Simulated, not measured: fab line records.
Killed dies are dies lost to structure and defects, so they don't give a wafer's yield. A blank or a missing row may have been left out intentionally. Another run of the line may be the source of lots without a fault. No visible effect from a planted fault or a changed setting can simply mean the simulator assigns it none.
What tool caused it? || flow gf180mcu || 36 wafers from 12 lots sampled at 4 of the route's 602 steps

WHAT THE GAUGES READ, wafer by wafer
GF_VT_IMPLANT_RS_MEAS_46: measures by four-point-probe.
{"lot": "L109", "measured": "day 7 22:48", "on": "film-metro-03", "MVSD_RS (ohm/sq)": "455.8 455.5 456.0"}
{"lot": "L111", "measured": "day 8 10:38", "on": "film-metro-03", "MVSD_RS (ohm/sq)": "456.6 456.1 454.5"}
{"lot": "L112", "measured": "day 8 18:50", "on": "film-metro-04", "MVSD_RS (ohm/sq)": "459.0 457.8 458.2"}
{"lot": "L114", "measured": "day 9 04:49", "on": "film-metro-01", "MVSD_RS (ohm/sq)": "456.5 454.8 454.7"}
{"lot": "L115", "measured": "day 9 13:14", "on": "film-metro-01", "MVSD_RS (ohm/sq)": "455.1 456.0 456.3"}
{"lot": "L120", "measured": "day 10 19:50", "on": "film-metro-04", "MVSD_RS (ohm/sq)": "454.3 456.4 455.9"}
{"lot": "L123", "measured": "day 11 16:29", "on": "film-metro-03", "MVSD_RS (ohm/sq)": "501.6 503.0 501.8"}
{"lot": "L124", "measured": "day 12 01:20", "on": "film-metro-03", "MVSD_RS (ohm/sq)": "504.9 505.2 504.6"}
{"lot": "L125", "measured": "day 12 07:00", "on": "film-metro-01", "MVSD_RS (ohm/sq)": "456.4 455.8 454.8"}
{"lot": "L126", "measured": "day 12 11:42", "on": "film-metro-04", "MVSD_RS (ohm/sq)": "455.6 455.7 455.3"}
{"lot": "L129", "measured": "day 13 08:21", "on": "film-metro-03", "MVSD_RS (ohm/sq)": "457.2 457.6 457.8"}
{"lot": "L131", "measured": "day 14 00:11", "on": "film-metro-03", "MVSD_RS (ohm/sq)": "455.4 456.5 455.4"}

GF_VT_IMPLANT_RS_MEAS_49: measures by four-point-probe.
{"lot": "L109", "measured": "day 7 23:10", "on": "film-metro-03", "MVPSD_RS (ohm/sq)": "1172.5 1172.1 1172.6"}
{"lot": "L111", "measured": "day 8 10:59", "on": "film-metro-03", "MVPSD_RS (ohm/sq)": "1175.1 1172.3 1175.1"}
{"lot": "L112", "measured": "day 8 19:11", "on": "film-metro-04", "MVPSD_RS (ohm/sq)": "1172.6 1177.2 1176.2"}
{"lot": "L114", "measured": "day 9 05:10", "on": "film-metro-01", "MVPSD_RS (ohm/sq)": "1173.7 1172.5 1173.7"}
{"lot": "L115", "measured": "day 9 13:36", "on": "film-metro-01", "MVPSD_RS (ohm/sq)": "1171.1 1171.7 1172.6"}
{"lot": "L120", "measured": "day 10 20:11", "on": "film-metro-04", "MVPSD_RS (ohm/sq)": "1174.4 1176.3 1177.2"}
{"lot": "L123", "measured": "day 11 16:51", "on": "film-metro-03", "MVPSD_RS (ohm/sq)": "1170.0 1164.9 1165.1"}
{"lot": "L124", "measured": "day 12 01:41", "on": "film-metro-03", "MVPSD_RS (ohm/sq)": "1173.0 1175.0 1173.7"}
{"lot": "L125", "measured": "day 12 07:22", "on": "film-metro-01", "MVPSD_RS (ohm/sq)": "1168.0 1167.9 1167.0"}
{"lot": "L126", "measured": "day 12 12:04", "on": "film-metro-04", "MVPSD_RS (ohm/sq)": "1170.4 1170.3 1170.6"}
{"lot": "L129", "measured": "day 13 08:43", "on": "film-metro-03", "MVPSD_RS (ohm/sq)": "1176.0 1174.7 1172.8"}
{"lot": "L131", "measured": "day 14 00:32", "on": "film-metro-03", "MVPSD_RS (ohm/sq)": "1172.3 1168.5 1173.0"}

EACH LOT AND THE TOOL THAT RAN IT (in order: tool; ch and the chambers of the sampled wafers; start)
{"lot": "L109", "GF_NWELL_STRIP_10": "plasma-asher-04 ch 0,1, day 3 15:54", "GF_MVSD_IMPLANT_09": "implanter-03 ch 0, day 4 18:35"}
{"lot": "L111", "GF_NWELL_STRIP_10": "plasma-asher-01 ch 0,1, day 4 00:55", "GF_MVSD_IMPLANT_09": "implanter-03 ch 0, day 5 05:04"}
{"lot": "L112", "GF_NWELL_STRIP_10": "plasma-asher-01 ch 0,1, day 4 06:56", "GF_MVSD_IMPLANT_09": "implanter-01 ch 0, day 5 11:26"}
{"lot": "L114", "GF_NWELL_STRIP_10": "plasma-asher-04 ch 0,1, day 4 16:07", "GF_MVSD_IMPLANT_09": "implanter-01 ch 0, day 5 20:59"}
{"lot": "L115", "GF_NWELL_STRIP_10": "plasma-asher-01 ch 0,1, day 4 23:19", "GF_MVSD_IMPLANT_09": "implanter-02 ch 0, day 6 05:09"}
{"lot": "L120", "GF_NWELL_STRIP_10": "plasma-asher-01 ch 0,1, day 6 01:06", "GF_MVSD_IMPLANT_09": "implanter-01 ch 0, day 7 07:42"}
{"lot": "L123", "GF_NWELL_STRIP_10": "plasma-asher-04 ch 0,1, day 6 17:53", "GF_MVSD_IMPLANT_09": "implanter-03 ch 0, day 8 02:00"}
{"lot": "L124", "GF_NWELL_STRIP_10": "plasma-asher-03 ch 0,1, day 6 23:54", "GF_MVSD_IMPLANT_09": "implanter-03 ch 0, day 8 09:18"}
{"lot": "L125", "GF_NWELL_STRIP_10": "plasma-asher-03 ch 0,1, day 7 05:10", "GF_MVSD_IMPLANT_09": "implanter-01 ch 0, day 8 13:32"}
{"lot": "L126", "GF_NWELL_STRIP_10": "plasma-asher-04 ch 0,1, day 7 10:28", "GF_MVSD_IMPLANT_09": "implanter-02 ch 0, day 8 19:14"}
{"lot": "L129", "GF_NWELL_STRIP_10": "plasma-asher-03 ch 0, day 8 03:08", "GF_MVSD_IMPLANT_09": "implanter-01 ch 0, day 9 11:56"}
{"lot": "L131", "GF_NWELL_STRIP_10": "plasma-asher-01 ch 0,1, day 8 14:01", "GF_MVSD_IMPLANT_09": "implanter-02 ch 0, day 10 00:42"}
- GF_NWELL_STRIP_10: strips in O2/N2.
- GF_MVSD_IMPLANT_09

AS READ BY THE TOOLS THEMSELVES (means over the sampled wafers that have a number; for cases with no such wafer, the mark the record gives instead)
GF_NWELL_STRIP_10.
{"lot": "L109", "tool": "plasma-asher-04", "drypump-motor-current-A (A)": 5.4, "heater-power-w (W)": 344, "oes-product-au (a.u.)": 0.721, "strip-time-to-endpoint-s (s)": 36.78}
{"lot": "L111", "tool": "plasma-asher-01", "drypump-motor-current-A (A)": 5.3, "heater-power-w (W)": 326, "oes-product-au (a.u.)": 0.722, "strip-time-to-endpoint-s (s)": 36.84}
{"lot": "L112", "tool": "plasma-asher-01", "drypump-motor-current-A (A)": 5.4, "heater-power-w (W)": 307, "oes-product-au (a.u.)": 0.727, "strip-time-to-endpoint-s (s)": 36.82}
{"lot": "L114", "tool": "plasma-asher-04", "drypump-motor-current-A (A)": 5.4, "heater-power-w (W)": 340, "oes-product-au (a.u.)": 0.720, "strip-time-to-endpoint-s (s)": 36.74}
{"lot": "L115", "tool": "plasma-asher-01", "drypump-motor-current-A (A)": 5.4, "heater-power-w (W)": 305, "oes-product-au (a.u.)": 0.720, "strip-time-to-endpoint-s (s)": 36.89}
{"lot": "L120", "tool": "plasma-asher-01", "drypump-motor-current-A (A)": 5.3, "heater-power-w (W)": 329, "oes-product-au (a.u.)": 0.725, "strip-time-to-endpoint-s (s)": 36.89}
{"lot": "L123", "tool": "plasma-asher-04", "drypump-motor-current-A (A)": 5.3, "heater-power-w (W)": 354, "oes-product-au (a.u.)": 0.721, "strip-time-to-endpoint-s (s)": 36.89}
{"lot": "L124", "tool": "plasma-asher-03", "drypump-motor-current-A (A)": 6.3, "heater-power-w (W)": 340, "oes-product-au (a.u.)": 0.727, "strip-time-to-endpoint-s (s)": 36.91}
{"lot": "L125", "tool": "plasma-asher-03", "drypump-motor-current-A (A)": 6.3, "heater-power-w (W)": 345, "oes-product-au (a.u.)": 0.723, "strip-time-to-endpoint-s (s)": 36.82}
{"lot": "L126", "tool": "plasma-asher-04", "drypump-motor-current-A (A)": 5.4, "heater-power-w (W)": 343, "oes-product-au (a.u.)": 0.720, "strip-time-to-endpoint-s (s)": 36.95}
{"lot": "L129", "tool": "plasma-asher-03", "drypump-motor-current-A (A)": 6.1, "heater-power-w (W)": 356, "oes-product-au (a.u.)": 0.719, "strip-time-to-endpoint-s (s)": 36.83}
{"lot": "L131", "tool": "plasma-asher-01", "drypump-motor-current-A (A)": 5.3, "heater-power-w (W)": 307, "oes-product-au (a.u.)": 0.725, "strip-time-to-endpoint-s (s)": 36.76}

GF_MVSD_IMPLANT_09.
{"lot": "L109", "tool": "implanter-03", "dose-ions-cm2": 5.007e+12, "faraday-current-uA": 27.7}
{"lot": "L111", "tool": "implanter-03", "dose-ions-cm2": 5.000e+12, "faraday-current-uA": 28.6}
{"lot": "L112", "tool": "implanter-01", "dose-ions-cm2": 5.001e+12, "faraday-current-uA": 28.3}
{"lot": "L114", "tool": "implanter-01", "dose-ions-cm2": 5.007e+12, "faraday-current-uA": 28.5}
{"lot": "L115", "tool": "implanter-02", "dose-ions-cm2": 5.002e+12, "faraday-current-uA": 28.5}
{"lot": "L120", "tool": "implanter-01", "dose-ions-cm2": 5.006e+12, "faraday-current-uA": 28.2}
{"lot": "L123", "tool": "implanter-03", "dose-ions-cm2": 2.427e+12, "faraday-current-uA": 13.9}
{"lot": "L124", "tool": "implanter-03", "dose-ions-cm2": 2.432e+12, "faraday-current-uA": 13.8}
{"lot": "L125", "tool": "implanter-01", "dose-ions-cm2": 5.000e+12, "faraday-current-uA": 28.1}
{"lot": "L126", "tool": "implanter-02", "dose-ions-cm2": 5.002e+12, "faraday-current-uA": 27.7}
{"lot": "L129", "tool": "implanter-01", "dose-ions-cm2": 5.005e+12, "faraday-current-uA": 28.1}
{"lot": "L131", "tool": "implanter-02", "dose-ions-cm2": 5.000e+12, "faraday-current-uA": 29.0}

THE ANSWER, worked out from the rows above alone
Rule: the usual values come from the lots themselves. The widest of any qualifying gaps counts: lots, ordered by their means at a reading, are off when they make up no more than a third of the lots, leave a main group of 4 or more, and stand apart from it by 3 or more times the standard deviation of that group's means. Not used: any main group whose means are identical at the precision the tables above print for the reading. Also off: a lot with no number at a reading for which 4 or more lots have one. The other lots that the step has rows for count as sound. The gauges are gone through in route order, then the tools' own readings, and for those a lot's mean is taken as printed above. The first step at which some lot is off is used, and at that step the reading that is off furthest; a lot without a number counts as furthest.
Off: at GF_VT_IMPLANT_RS_MEAS_46 (MVSD_RS), L123, L124. Main group: mean 456.1 ohm/sq, sd 0.94.
If a tool, at a process step before that reading, ran all the lots that are off and no sound lot after the first of them, it fits. Not tried: the gauges at GF_VT_IMPLANT_RS_MEAS_46; whatever is off there is also off at GF_MVSD_IMPLANT_09, on other tools, and gauge error can't account for it. One fits: GF_MVSD_IMPLANT_09 on implanter-03. Its last sound lot is L111 (day 5 05:04), its first lot that is off L123 (day 8 02:00): a fault that began between those two fits.
The tool's own readings at GF_MVSD_IMPLANT_09 bear it out: on the lots that are off they differ by more than 5 times the standard deviation of the sound lots' means. dose-ions-cm2 reads 2.430e+12 there against 5.003e+12 on the sound lots; faraday-current-uA reads 13.9 there against 28.3 on the sound lots.

WHAT THE SIMULATOR HAD PUT IN
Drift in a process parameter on implanter-03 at GF_MVSD_IMPLANT_09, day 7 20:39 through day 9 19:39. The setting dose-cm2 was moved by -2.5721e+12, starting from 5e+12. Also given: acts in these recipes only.
Lots struck among those shown: L123, L124. This agrees with what the rule above found.
